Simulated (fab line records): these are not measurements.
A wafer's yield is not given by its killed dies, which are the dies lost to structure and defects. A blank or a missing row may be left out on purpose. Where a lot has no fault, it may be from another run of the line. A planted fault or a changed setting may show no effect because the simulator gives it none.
fab line records | flow sky130
record: lots: 12 | wafers: 36 | lastDay: 49
route steps=708 shown VIA4@660 METAL5@676 PASSIVATION@682 PAD_OPEN@701
lots with no fault: from the same line, run without faults
startH: hours from the record's opening day to when the first of the lot's shown wafers began | waitH: hours since the lot's step before | " repeats the value in the row above | L1.1+2: a single row standing in for several wafers | - either no value or no given start | * or withheld: withheld | < > ~ a bound
route shown NAME@n: NAME is a module with steps in the file, n the number in the route of the first one | usual: mean and standard deviation over wafers with no fault | same: alike in all rows | chamber/n: place in a boat | sites: per-site readings | _std_site: how widely they spread, as a standard deviation | _edge_site: mean of outer sites minus mean of inner sites | radiusMm: how far each site lies from the wafer's centre | mask NAME#n: copy n | behind: the tool/chamber that last shaped the wafer | hold: what put the lot on hold/how long, in hours/how the hold closed | device: the n, p or np transistor that did not switch | end of line: the tests these same wafers got at the end of their route | step lacking rows: just its recipe | killed: count of dies lost to structure and defects at first sort (not the wafer's yield) | map: per-die view of a wafer (x killed, . not killed, _ where there is no die)
set.NAME: the setting the step ran with; set.NAME@STEP: the setting that earlier step ran with | model.NAME: the simulator's own value behind a step, which no gauge read
a sample of lots followed through the steps of the route, with each step as a table and each wafer as a row
services: a tool's chamber out of use, with start hour (startH, from the record's first day; less than 0 if before it), hours out, and reason
== steps ==
step: SKY_VIA4_CMP_21
recipe: stopOn: SiO2 | tOverpolishS: 25 | downForcePsi: 3.5 | platenRpm: 60 | targetThkNm: 0 | padVelocityMS: 0.94248
usual: motorCurrentA: 11.1/1.1 | overpolishRunS: 24.999/0.0094 | timeToEndpointS: 123/4
lot.wafer | tool   | chamber | startH  | waitH | motorCurrentA | overpolishRunS | timeToEndpointS
L854.2    | cmp-02 | 3       | 1007.60 | 0.0   | 9.4           | 24.988         | 130
L854.3    | "      | 2       | "       | "     | 11.6          | 24.992         | 119
L854.6    | "      | 0       | "       | "     | 10.1          | 24.989         | 123
L857.2    | cmp-01 | 2       | 1033.89 | 0.1   | 11.0          | 25.006         | 121
L857.3    | "      | 1       | "       | "     | 13.0          | 24.981         | 127
L857.6    | "      | 2       | "       | "     | 10.7          | 25.009         | 122
L859.2    | cmp-01 | 1       | 1049.63 | 0.0   | 12.6          | 25.017         | 122
L859.6    | "      | 1       | "       | "     | 12.9          | 24.998         | 118
L859.5    | "      | 2       | "       | "     | 10.7          | 24.994         | 122
L861.4    | cmp-02 | 1       | 1057.31 | 0.1   | 11.6          | 24.996         | 125
L861.1    | "      | 2       | "       | "     | 11.1          | 24.992         | 126
L861.5    | "      | 0       | "       | "     | 9.9           | 24.992         | 127
L862.4    | cmp-02 | 2       | 1058.38 | 0.0   | 11.7          | 25.009         | 129
L862.6    | "      | 2       | "       | "     | 11.0          | 24.997         | 124
L862.5    | "      | 3       | "       | "     | 9.7           | 25.006         | 136
L863.2    | cmp-01 | 0       | 1070.04 | 0.0   | 10.2          | 24.987         | 118
L863.1    | "      | 2       | "       | "     | 11.1          | 25.017         | 120
L863.3    | "      | 3       | "       | "     | 13.3          | 25.006         | 127
L866.3    | cmp-01 | 3       | 1087.73 | 0.8   | 13.2          | 24.976         | 119
L866.6    | "      | 3       | "       | "     | 12.6          | 24.995         | 120
L866.5    | "      | 0       | "       | "     | 10.2          | 24.998         | 121
L867.3    | cmp-01 | 0       | 1089.11 | 0.1   | 10.5          | 25.007         | 121
L867.2    | "      | 1       | "       | "     | 12.4          | 24.985         | 126
L867.6    | "      | 3       | "       | "     | 12.9          | 25.002         | 124
L868.1    | cmp-01 | 1       | 1096.67 | 0.1   | 13.2          | 24.993         | 123
L868.2    | "      | 3       | "       | "     | 12.3          | 25.002         | 126
L868.5    | "      | 1       | "       | "     | 12.3          | 24.991         | 129
L869.1    | cmp-01 | 0       | 1097.94 | 0.1   | 11.1          | 25.008         | 122
L869.5    | "      | 3       | "       | "     | 12.6          | 24.990         | 126
L869.6    | "      | 0       | "       | "     | 10.2          | 25.004         | 120
L871.3    | cmp-02 | 0       | 1117.06 | 0.1   | 10.1          | 24.996         | 118
L871.4    | "      | 1       | "       | "     | 11.1          | 25.001         | 121
L871.5    | "      | 3       | "       | "     | 9.6           | 25.000         | 124
L872.2    | cmp-02 | 1       | 1120.43 | 0.0   | 11.4          | 24.996         | 116
L872.1    | "      | 0       | "       | "     | 10.2          | 25.000         | 120
L872.6    | "      | 1       | "       | "     | 11.4          | 24.994         | 121
step: SKY_METAL5_METAL_ETCH_15
recipe: targetDepthA: 12600 | stopOn: SiO2 | overEtchFrac: 0.2 | timeS: 252 | chemistry: Cl2/BCl3 | resistSidewallDeg: 86 | pressureMtorr: 10 | icpW: 900 | biasW: 48.5 | Cl2_flow_sccm: 60 | bcl3FlowSccm: 30
usual: drypumpMotorCurrentA: 5.9/0.38 | oesProductAu: 0.895/0.005 | throttleValvePct: 22.266/0.0089
lot.wafer | tool        | chamber | startH  | waitH | drypumpMotorCurrentA | oesProductAu | rfHoursCounterH | throttleValvePct
L854.2    | rieMetal-04 | 1       | 1030.73 | 0.0   | 5.5                  | 0.898        | 8               | 22.257
L854.3    | "           | 1       | "       | "     | 5.5                  | 0.894        | -               | 22.269
L854.6    | "           | 0       | "       | "     | 5.8                  | 0.897        | -               | 22.268
L857.2    | rieMetal-03 | 0       | 1056.42 | 0.0   | 5.4                  | 0.892        | 8               | 22.277
L857.3    | "           | 1       | "       | "     | 6.3                  | 0.890        | -               | 22.271
L857.6    | "           | 1       | "       | "     | 6.3                  | 0.892        | -               | 22.261
L859.2    | rieMetal-02 | 1       | 1071.68 | 0.0   | 6.1                  | 0.891        | 13              | 22.275
L859.5    | "           | 1       | "       | "     | 6.1                  | 0.893        | -               | 22.272
L859.6    | "           | 0       | "       | "     | 6.6                  | 0.895        | -               | 22.279
L861.1    | rieMetal-04 | 0       | 1079.23 | 0.0   | 5.8                  | 0.891        | 5               | 22.252
L861.4    | "           | 1       | "       | "     | 5.5                  | 0.903        | -               | 22.278
L861.5    | "           | 0       | "       | "     | 5.8                  | 0.904        | -               | 22.275
L862.4    | rieMetal-02 | 0       | 1080.50 | 0.1   | 6.5                  | 0.893        | -               | 22.262
L862.5    | "           | 1       | "       | "     | 6.1                  | 0.887        | -               | 22.264
L862.6    | "           | 0       | "       | "     | 6.5                  | 0.896        | -               | 22.256
L863.1    | rieMetal-04 | 1       | 1091.42 | 0.1   | 5.5                  | 0.891        | 12              | 22.263
L863.2    | "           | 1       | "       | "     | 5.5                  | 0.897        | -               | 22.273
L863.3    | "           | 1       | "       | "     | 5.5                  | 0.895        | -               | 22.262
L866.3    | rieMetal-04 | 0       | 1107.76 | 0.1   | 5.8                  | 0.894        | -               | 22.254
L866.5    | "           | 0       | "       | "     | 5.8                  | 0.897        | -               | 22.265
L866.6    | "           | 1       | "       | "     | 5.5                  | 0.899        | -               | 22.270
L867.2    | rieMetal-04 | 0       | 1109.47 | 0.0   | 5.8                  | 0.890        | 6               | 22.265
L867.3    | "           | 0       | "       | "     | 5.8                  | 0.896        | -               | 22.257
L867.6    | "           | 1       | "       | "     | 5.5                  | 0.897        | -               | 22.280
L868.1    | rieMetal-03 | 0       | 1117.48 | 0.0   | 5.4                  | 0.897        | 13              | 22.260
L868.2    | "           | 1       | "       | "     | 6.3                  | 0.896        | 28              | 22.262
L868.5    | "           | 0       | "       | "     | 5.5                  | 0.894        | -               | 22.259
L869.1    | rieMetal-04 | 1       | 1119.07 | 0.0   | 5.5                  | 0.903        | 16              | 22.271
L869.5    | "           | 1       | "       | "     | 5.5                  | 0.895        | -               | 22.278
L869.6    | "           | 0       | "       | "     | 5.9                  | 0.890        | -               | 22.278
L871.3    | rieMetal-04 | 0       | 1135.51 | 0.1   | 5.8                  | 0.887        | -               | 22.253
L871.4    | "           | 1       | "       | "     | 5.5                  | 0.892        | -               | 22.276
L871.5    | "           | 0       | "       | "     | 5.8                  | 0.899        | -               | 22.269
L872.1    | rieMetal-04 | 1       | 1139.68 | 0.0   | 5.6                  | 0.896        | 17              | 22.258
L872.2    | "           | 0       | "       | "     | 5.8                  | 0.888        | 8               | 22.273
L872.6    | "           | 1       | "       | "     | 5.5                  | 0.889        | -               | 22.266
step: SKY_PASSIVATION_THK_MEAS_01
recipe: reads: SiO2_of_PASSIVATION_CVD_00
usual: PASSIVATION_CVD_00_THK: 90.2/1
lot.wafer | tool         | chamber | startH  | waitH | PASSIVATION_CVD_00_THK[nm]
L854.2    | filmMetro-04 | -       | 1032.08 | -     | 90.3
L854.3    | "            | -       | "       | "     | 90.9
L854.6    | "            | -       | "       | "     | 90.6
L857.2    | filmMetro-04 | -       | 1057.33 | -     | 88.9
L857.3    | "            | -       | "       | "     | 90.9
L857.6    | "            | -       | "       | "     | 90.6
L859.2    | filmMetro-04 | -       | 1072.54 | -     | 91.0
L859.5    | "            | -       | "       | "     | 91.4
L859.6    | "            | -       | "       | "     | 90.3
L861.1    | filmMetro-02 | -       | 1080.14 | -     | 88.5
L861.4    | "            | -       | "       | "     | 90.9
L861.5    | "            | -       | "       | "     | 90.5
L862.4    | filmMetro-03 | -       | 1081.30 | -     | 91.0
L862.5    | "            | -       | "       | "     | 91.0
L862.6    | "            | -       | "       | "     | 90.3
L863.1    | filmMetro-02 | -       | 1092.54 | -     | 89.8
L863.2    | "            | -       | "       | "     | 89.4
L863.3    | "            | -       | "       | "     | 90.3
L866.3    | filmMetro-04 | -       | 1108.55 | -     | 88.7
L866.5    | "            | -       | "       | "     | 90.4
L866.6    | "            | -       | "       | "     | 90.2
L867.2    | filmMetro-03 | -       | 1110.34 | -     | 89.0
L867.3    | "            | -       | "       | "     | 89.7
L867.6    | "            | -       | "       | "     | 90.3
L868.1    | filmMetro-03 | -       | 1118.33 | -     | 89.8
L868.2    | "            | -       | "       | "     | 88.8
L868.5    | "            | -       | "       | "     | 90.5
L869.1    | filmMetro-04 | -       | 1119.92 | -     | 88.5
L869.5    | "            | -       | "       | "     | 92.5
L869.6    | "            | -       | "       | "     | 90.7
L871.3    | filmMetro-03 | -       | 1136.30 | -     | 90.5
L871.4    | "            | -       | "       | "     | 90.5
L871.5    | "            | -       | "       | "     | 91.3
L872.1    | filmMetro-02 | -       | 1140.56 | -     | 89.1
L872.2    | "            | -       | "       | "     | 88.0
L872.6    | "            | -       | "       | "     | 89.7
step: SKY_PAD_OPEN_ETCH_07
recipe: chemistry: CF4/O2 | targetDepthNm: 725 | stopOn: AlCu | sourceW: 800 | biasW: 150 | pressureMtorr: 150 | cf4FlowSccm: 80 | O2_flow_sccm: 10 | timeS: 161.1
usual: drypumpMotorCurrentA: 5.8/0.49 | oesProductAu: 0.977/0.0069 | throttleValvePct: 5.964/0.0092
lot.wafer | tool       | chamber | startH  | waitH | drypumpMotorCurrentA | oesProductAu | rfHoursCounterH | throttleValvePct
L854.2    | rieDiel-01 | 2       | 1076.14 | -     | 5.4                  | 0.974        | 3               | 5.960
L854.3    | "          | 3       | "       | "     | 5.3                  | 0.978        | 19              | 5.954
L854.6    | "          | 3       | "       | "     | 5.3                  | 0.979        | -               | 5.964
L857.2    | rieDiel-02 | 0       | 1098.74 | -     | 5.2                  | 0.978        | 3               | 5.977
L857.3    | "          | 1       | "       | "     | 6.6                  | 0.985        | 17              | 5.965
L857.6    | "          | 1       | "       | "     | 6.6                  | 0.986        | -               | 5.962
L859.2    | rieDiel-02 | 2       | 1114.09 | -     | 5.8                  | 0.974        | 18              | 5.958
L859.5    | "          | 1       | "       | "     | 6.6                  | 0.977        | -               | 5.949
L859.6    | "          | 2       | "       | "     | 5.8                  | 0.973        | -               | 5.951
L861.1    | rieDiel-04 | 1       | 1121.56 | -     | 5.7                  | 0.972        | 26              | 5.960
L861.4    | "          | 3       | "       | "     | 6.2                  | 0.984        | 22              | 5.977
L861.5    | "          | 3       | "       | "     | 6.2                  | 0.984        | -               | 5.965
L862.4    | rieDiel-04 | 2       | 1122.56 | -     | 5.2                  | 0.984        | 21              | 5.963
L862.5    | "          | 0       | "       | "     | 6.5                  | 0.980        | -               | 5.976
L862.6    | "          | 3       | "       | "     | 6.2                  | 0.987        | -               | 5.967
L863.1    | rieDiel-04 | 0       | 1132.55 | -     | 6.5                  | 0.977        | 13              | 5.959
L863.2    | "          | 2       | "       | "     | 5.2                  | 0.976        | 21              | 5.972
L863.3    | "          | 3       | "       | "     | 6.3                  | 0.972        | 23              | 5.977
L866.3    | rieDiel-01 | 3       | 1146.70 | -     | 5.3                  | 0.962        | 22              | 5.965
L866.5    | "          | 3       | "       | "     | 5.3                  | 0.966        | -               | 5.965
L866.6    | "          | 2       | "       | "     | 5.4                  | 0.969        | -               | 5.978
L867.2    | rieDiel-04 | 0       | 1149.36 | -     | 6.5                  | 0.980        | 13              | 5.954
L867.3    | "          | 1       | "       | "     | 5.7                  | 0.975        | 27              | 5.965
L867.6    | "          | 2       | "       | "     | 5.2                  | 0.978        | -               | 5.968
L868.1    | rieDiel-02 | 1       | 1155.50 | -     | 6.6                  | 0.961        | 20              | 5.952
L868.2    | "          | 2       | "       | "     | 5.8                  | 0.969        | 20              | 5.965
L868.5    | "          | 2       | "       | "     | 5.8                  | 0.970        | -               | 5.958
L869.1    | rieDiel-02 | 2       | 1156.91 | -     | 5.8                  | 0.982        | 20              | 5.957
L869.5    | "          | 3       | "       | "     | 5.3                  | 0.983        | -               | 5.975
L869.6    | "          | 2       | "       | "     | 5.7                  | 0.983        | -               | 5.960
L871.3    | rieDiel-01 | 1       | 1172.36 | -     | 6.3                  | 0.968        | 26              | 5.968
L871.4    | "          | 3       | "       | "     | 5.3                  | 0.979        | -               | 5.961
L871.5    | "          | 1       | "       | "     | 6.3                  | 0.975        | -               | 5.951
L872.1    | rieDiel-02 | 0       | 1175.89 | -     | 5.2                  | 0.970        | 6               | 5.949
L872.2    | "          | 1       | "       | "     | 6.6                  | 0.969        | 21              | 5.970
L872.6    | "          | 0       | "       | "     | 5.2                  | 0.982        | -               | 5.966
step: SKY_PAD_OPEN_PROBE_99
usual: defectLimitedYield: 82.4/1.8 | killed_at_M0_to_M3: 43/6.8 | killed_at_M4_up: 3.1/1.6 | killedAtContacts: 24/5.4 | killedAtFrontEnd: 16/4.4 | killedAtOther: 0.2/0.48 | killedDies: 87/8.8 | killedOpen: 48/6.4 | killedShort: 39/6.2 | sort_bin_3_pad_short: 0.9/0.43 | sort_bin_5_function: 10.5/1.4 | sort_bin_6_memory: 6.2/1.1 | sortNPass: 405/8.8 | sortYieldPct: 82.4/1.8
same: grossDies: 492 | killedAtBackSide: 0 | sort_bin_4_leakage[%]: 0 | sort_bin_8_speed[%]: 0
lot.wafer | tool      | chamber | startH  | waitH | defectLimitedYield[%] | killed_at_M0_to_M3 | killed_at_M4_up | killedAtContacts | killedAtFrontEnd | killedAtOther | killedDies | killedOpen | killedShort | sort_bin_3_pad_short[%] | sort_bin_5_function[%] | sort_bin_6_memory[%] | sortNPass | sortYieldPct[%]
L861.1    | prober-02 | -       | 1123.91 | 0.1   | 82.7                  | 32                 | 3               | 29               | 21               | 0             | 85         | 44         | 41          | 1.0                     | 10.0                   | 6.3                  | 407       | 82.7
L861.4    | prober-02 | -       | 1124.06 | 0.2   | 83.5                  | 34                 | 7               | 23               | 17               | 0             | 81         | 40         | 41          | 1.2                     | 9.8                    | 5.5                  | 411       | 83.5
L861.5    | prober-02 | -       | 1124.11 | 0.2   | 81.1                  | 40                 | 2               | 34               | 16               | 1             | 93         | 46         | 47          | 1.2                     | 11.6                   | 6.1                  | 399       | 81.1
L862.4    | prober-01 | -       | 1125.03 | 0.2   | 81.9                  | 44                 | 4               | 24               | 17               | 0             | 89         | 51         | 38          | 0.6                     | 13.0                   | 4.5                  | 403       | 81.9
L862.5    | prober-01 | -       | 1125.08 | 0.2   | 81.7                  | 45                 | 4               | 30               | 11               | 0             | 90         | 53         | 37          | 1.2                     | 11.2                   | 5.9                  | 402       | 81.7
L862.6    | prober-01 | -       | 1125.13 | 0.2   | 82.3                  | 44                 | 1               | 27               | 15               | 0             | 87         | 51         | 36          | 1.0                     | 11.0                   | 5.7                  | 405       | 82.3
L863.2    | prober-02 | -       | 1134.92 | 0.1   | 81.5                  | 40                 | 6               | 30               | 15               | 0             | 91         | 50         | 41          | 1.4                     | 10.4                   | 6.7                  | 401       | 81.5
L866.3    | prober-01 | -       | 1149.15 | 0.2   | 82.5                  | 37                 | 0               | 24               | 25               | 0             | 86         | 47         | 39          | 1.4                     | 8.9                    | 7.1                  | 406       | 82.5
L866.5    | prober-01 | -       | 1149.25 | 0.2   | 81.5                  | 44                 | 3               | 28               | 16               | 0             | 91         | 58         | 33          | 0.4                     | 12.0                   | 6.1                  | 401       | 81.5
L866.6    | prober-01 | -       | 1149.30 | 0.2   | 84.6                  | 38                 | 3               | 24               | 11               | 0             | 76         | 43         | 33          | 0.8                     | 8.3                    | 6.3                  | 416       | 84.6
L868.1    | prober-01 | -       | 1157.82 | 0.1   | 81.5                  | 42                 | 3               | 30               | 16               | 0             | 91         | 55         | 36          | 1.4                     | 11.4                   | 5.7                  | 401       | 81.5
L868.2    | prober-01 | -       | 1157.87 | 0.1   | 81.7                  | 42                 | 7               | 25               | 16               | 0             | 90         | 44         | 46          | 1.2                     | 12.2                   | 4.9                  | 402       | 81.7
L868.5    | prober-01 | -       | 1158.02 | 0.2   | 80.7                  | 53                 | 2               | 28               | 12               | 0             | 95         | 52         | 43          | 1.0                     | 13.4                   | 4.9                  | 397       | 80.7
L869.1    | prober-02 | -       | 1159.23 | 0.1   | 74.8                  | 37                 | 45              | 24               | 18               | 0             | 124        | 40         | 42          | 1.8                     | 16.3                   | 7.1                  | 368       | 74.8
L869.5    | prober-02 | -       | 1159.43 | 0.2   | 73.0                  | 36                 | 54              | 25               | 18               | 0             | 133        | 38         | 46          | 2.2                     | 15.9                   | 8.9                  | 359       | 73.0
L869.6    | prober-02 | -       | 1159.48 | 0.2   | 76.4                  | 47                 | 35              | 17               | 17               | 0             | 116        | 44         | 40          | 1.4                     | 16.3                   | 5.9                  | 376       | 76.4
L871.3    | prober-02 | -       | 1174.89 | 0.2   | 78.0                  | 35                 | 33              | 26               | 12               | 2             | 108        | 37         | 42          | 2.6                     | 12.8                   | 6.5                  | 384       | 78.0
L871.4    | prober-02 | -       | 1174.94 | 0.2   | 74.4                  | 38                 | 55              | 25               | 8                | 0             | 126        | 44         | 30          | 1.0                     | 17.1                   | 7.5                  | 366       | 74.4
L871.5    | prober-02 | -       | 1174.99 | 0.2   | 76.0                  | 41                 | 40              | 14               | 23               | 0             | 118        | 43         | 39          | 1.6                     | 15.7                   | 6.7                  | 374       | 76.0
L872.1    | prober-01 | -       | 1178.64 | 0.1   | 77.8                  | 41                 | 44              | 11               | 12               | 1             | 109        | 35         | 33          | 1.8                     | 14.4                   | 5.9                  | 383       | 77.8
L872.2    | prober-01 | -       | 1178.69 | 0.1   | 73.8                  | 38                 | 29              | 30               | 32               | 0             | 129        | 61         | 42          | 1.4                     | 17.1                   | 7.7                  | 363       | 73.8
L872.6    | prober-01 | -       | 1178.89 | 0.2   | 74.2                  | 43                 | 50              | 25               | 8                | 1             | 127        | 41         | 39          | 2.0                     | 16.5                   | 7.3                  | 365       | 74.2
killed by level:class
L861.1 POLY_GATE:geometricParticle:short=10 CONTACT:geometricParticle:open=9 LI_CONTACT:geometricParticle:open=7 POLY_GATE:geometricParticle:open=6 LOCAL_INTERCONNECT:geometricParticle:short=6 VIA1:geometricParticle:open=5 FIELD_ISO:geometricParticle:open=4 VIA3:geometricParticle:open=4
L861.4 POLY_GATE:geometricParticle:short=9 METAL1:geometricParticle:short=8 CONTACT:geometricParticle:open=7 METAL4:geometricParticle:short=6 LI_CONTACT:geometricParticle:open=6 VIA1:geometricParticle:open=6 VIA2:geometricParticle:open=5 VIA3:geometricParticle:open=5
L861.5 CONTACT:geometricParticle:open=10 LI_CONTACT:geometricParticle:open=9 POLY_GATE:geometricParticle:short=8 CONTACT:geometricParticle:short=8 VIA2:geometricParticle:open=6 METAL1:geometricParticle:short=5 VIA1:geometricParticle:short=5 VIA1:geometricParticle:open=5
L862.4 VIA1:geometricParticle:open=10 LI_CONTACT:geometricParticle:open=8 CONTACT:geometricParticle:open=7 VIA3:geometricParticle:open=7 VIA1:geometricParticle:short=6 FIELD_ISO:geometricParticle:short=5 LOCAL_INTERCONNECT:geometricParticle:short=4 VIA2:geometricParticle:open=4
L862.5 CONTACT:geometricParticle:open=9 LI_CONTACT:geometricParticle:open=8 VIA1:geometricParticle:open=8 VIA2:geometricParticle:open=8 VIA3:geometricParticle:open=7 METAL2:geometricParticle:short=6 CONTACT:geometricParticle:short=5 METAL1:geometricParticle:short=5
L862.6 VIA1:geometricParticle:open=12 CONTACT:geometricParticle:open=11 VIA3:geometricParticle:open=8 VIA2:geometricParticle:open=6 LOCAL_INTERCONNECT:geometricParticle:short=5 CONTACT:geometricParticle:short=5 SPACER:geometricParticle:short=4 LI_CONTACT:geometricParticle:open=4
L863.2 CONTACT:geometricParticle:open=13 VIA1:geometricParticle:open=9 METAL1:geometricParticle:short=8 CONTACT:geometricParticle:short=7 LI_CONTACT:geometricParticle:open=5 METAL2:geometricParticle:short=5 VIA2:geometricParticle:open=5 METAL4:geometricParticle:short=5
L866.3 VIA1:geometricParticle:open=7 VIA2:geometricParticle:open=7 VIA3:geometricParticle:open=7 CONTACT:geometricParticle:short=6 FIELD_ISO:geometricParticle:short=5 POLY_GATE:geometricParticle:short=5 LI_CONTACT:geometricParticle:open=5 CONTACT:geometricParticle:open=5
L866.5 CONTACT:geometricParticle:open=13 VIA1:geometricParticle:open=11 VIA2:geometricParticle:open=11 METAL2:geometricParticle:short=7 LI_CONTACT:geometricParticle:open=7 FIELD_ISO:geometricParticle:open=6 METAL1:geometricParticle:short=5 POLY_GATE:geometricParticle:short=4
L866.6 LI_CONTACT:geometricParticle:open=7 CONTACT:geometricParticle:open=7 VIA1:geometricParticle:open=7 CONTACT:geometricParticle:short=6 METAL2:geometricParticle:short=6 VIA3:geometricParticle:open=6 VIA2:geometricParticle:short=5 VIA2:geometricParticle:open=5
L868.1 VIA1:geometricParticle:open=13 CONTACT:geometricParticle:open=11 CONTACT:geometricParticle:short=8 FIELD_ISO:geometricParticle:open=7 VIA3:geometricParticle:open=7 LOCAL_INTERCONNECT:geometricParticle:short=5 LI_CONTACT:geometricParticle:open=4 VIA2:geometricParticle:open=4
L868.2 VIA3:geometricParticle:open=9 CONTACT:geometricParticle:open=8 FIELD_ISO:geometricParticle:short=7 VIA1:geometricParticle:open=7 LI_CONTACT:geometricParticle:open=5 METAL1:geometricParticle:short=5 VIA2:geometricParticle:open=5 METAL4:geometricParticle:short=5
L868.5 VIA1:geometricParticle:open=15 LI_CONTACT:geometricParticle:open=9 VIA2:geometricParticle:open=8 CONTACT:geometricParticle:open=6 CONTACT:geometricParticle:short=6 VIA3:geometricParticle:short=5 METAL2:geometricParticle:short=5 VIA2:geometricParticle:short=5
L869.1 METAL5:unspecified=42 CONTACT:geometricParticle:open=9 FIELD_ISO:geometricParticle:short=8 METAL1:geometricParticle:short=6 VIA3:geometricParticle:open=6 VIA1:geometricParticle:open=5 VIA2:geometricParticle:open=5 POLY_GATE:geometricParticle:open=4
L869.5 METAL5:unspecified=49 CONTACT:geometricParticle:short=10 CONTACT:geometricParticle:open=8 METAL1:geometricParticle:short=7 VIA1:geometricParticle:open=7 POLY_GATE:geometricParticle:open=6 POLY_GATE:geometricParticle:short=6 VIA1:geometricParticle:short=5
L869.6 METAL5:unspecified=32 VIA1:geometricParticle:open=15 VIA3:geometricParticle:open=8 LOCAL_INTERCONNECT:geometricParticle:short=5 VIA3:geometricParticle:short=5 VIA2:geometricParticle:open=5 POLY_GATE:geometricParticle:open=4 POLY_GATE:geometricParticle:short=4
L871.3 METAL5:unspecified=29 CONTACT:geometricParticle:open=10 CONTACT:geometricParticle:short=6 METAL1:geometricParticle:short=6 LI_CONTACT:geometricParticle:open=5 VIA1:geometricParticle:open=5 METAL2:geometricParticle:short=5 FIELD_ISO:geometricParticle:open=4
L871.4 METAL5:unspecified=52 CONTACT:geometricParticle:open=8 VIA3:geometricParticle:open=8 LI_CONTACT:geometricParticle:open=7 METAL2:geometricParticle:short=5 VIA1:geometricParticle:open=5 VIA2:geometricParticle:open=4 METAL3:geometricParticle:short=4
L871.5 METAL5:unspecified=36 VIA1:geometricParticle:open=7 VIA3:geometricParticle:open=7 FIELD_ISO:geometricParticle:open=6 VIA2:geometricParticle:open=6 POLY_GATE:geometricParticle:short=5 LI_CONTACT:geometricParticle:open=5 METAL1:geometricParticle:short=5
L872.1 METAL5:unspecified=41 VIA1:geometricParticle:open=9 VIA2:geometricParticle:open=9 METAL1:geometricParticle:short=6 CONTACT:geometricParticle:open=6 VIA1:geometricParticle:short=5 VIA3:geometricParticle:short=4 FIELD_ISO:geometricParticle:short=3
L872.2 METAL5:unspecified=26 CONTACT:geometricParticle:open=18 FIELD_ISO:geometricParticle:open=9 VIA1:geometricParticle:open=9 POLY_GATE:geometricParticle:open=8 POLY_GATE:geometricParticle:short=6 FIELD_ISO:geometricParticle:short=5 VIA2:geometricParticle:open=4
L872.6 METAL5:unspecified=47 VIA1:geometricParticle:open=12 CONTACT:geometricParticle:open=10 LOCAL_INTERCONNECT:geometricParticle:short=7 VIA3:geometricParticle:open=6 VIA1:geometricParticle:short=5 METAL2:geometricParticle:short=4 CONTACT:geometricParticle:short=4
== services ==
tool        | chamber | startH  | hours | kind
rieDiel-04  | 0       | 983.80  | 3.0   | repair
cmp-02      | -       | 995.38  | 1.0   | repair
cmp-01      | -       | 1005.54 | 5.3   | pm
cmp-02      | -       | 1012.54 | 1.5   | repair
cmp-01      | -       | 1014.56 | 8.1   | repair
rieDiel-01  | 2       | 1025.53 | 2.7   | repair
rieDiel-04  | 0       | 1027.04 | 2.8   | repair
rieMetal-04 | 0       | 1035.40 | 6.4   | repair
cmp-01      | -       | 1039.64 | 2.1   | repair
rieDiel-04  | 0       | 1047.31 | 6.3   | repair
rieMetal-04 | -       | 1051.82 | 15.6  | pm
rieDiel-04  | 0       | 1056.76 | 3.4   | repair
cmp-02      | -       | 1058.08 | 0.2   | repair
cmp-02      | -       | 1068.08 | 1.5   | repair
rieDiel-02  | 3       | 1083.11 | 4.0   | repair
cmp-02      | -       | 1084.00 | 4.0   | pm
cmp-02      | -       | 1087.78 | 1.1   | repair
rieMetal-04 | 0       | 1087.94 | 19.3  | repair
cmp-01      | -       | 1094.26 | 1.2   | repair
rieDiel-02  | 2       | 1094.89 | 5.5   | repair
cmp-02      | -       | 1125.28 | 6.7   | repair
cmp-02      | -       | 1126.35 | 5.1   | repair
rieDiel-02  | 0       | 1137.82 | 13.0  | repair
rieDiel-02  | -       | 1141.74 | 0.7   | repair
== key ==
firstSign: step: SKY_PAD_OPEN_PROBE_99 | reading: killed_at_M4_up | direction: up | sigmas: 24 | usual: 3.1 | struck: 42.8
effect: step: SKY_PAD_OPEN_PROBE_99 | reading: defectLimitedYield | direction: down | sigmas: 3.9 | usual: 82.4 | struck: 75.4
metAt SKY_METAL5_METAL_ETCH_15
struckLots L869,L871,L872
notActingAt SKY_VIA4_CMP_21,SKY_PASSIVATION_THK_MEAS_01,SKY_PAD_OPEN_ETCH_07
onsetBetween 1109.47 1119.07
alsoFits time
fault: kind: chamberParticleSource | tool: rieMetal-04 | chamber: - | onsetH: 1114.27 | steps: SKY_METAL5_METAL_ETCH_15 | ratePerVisitCm2: 0.55004 | endH: 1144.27
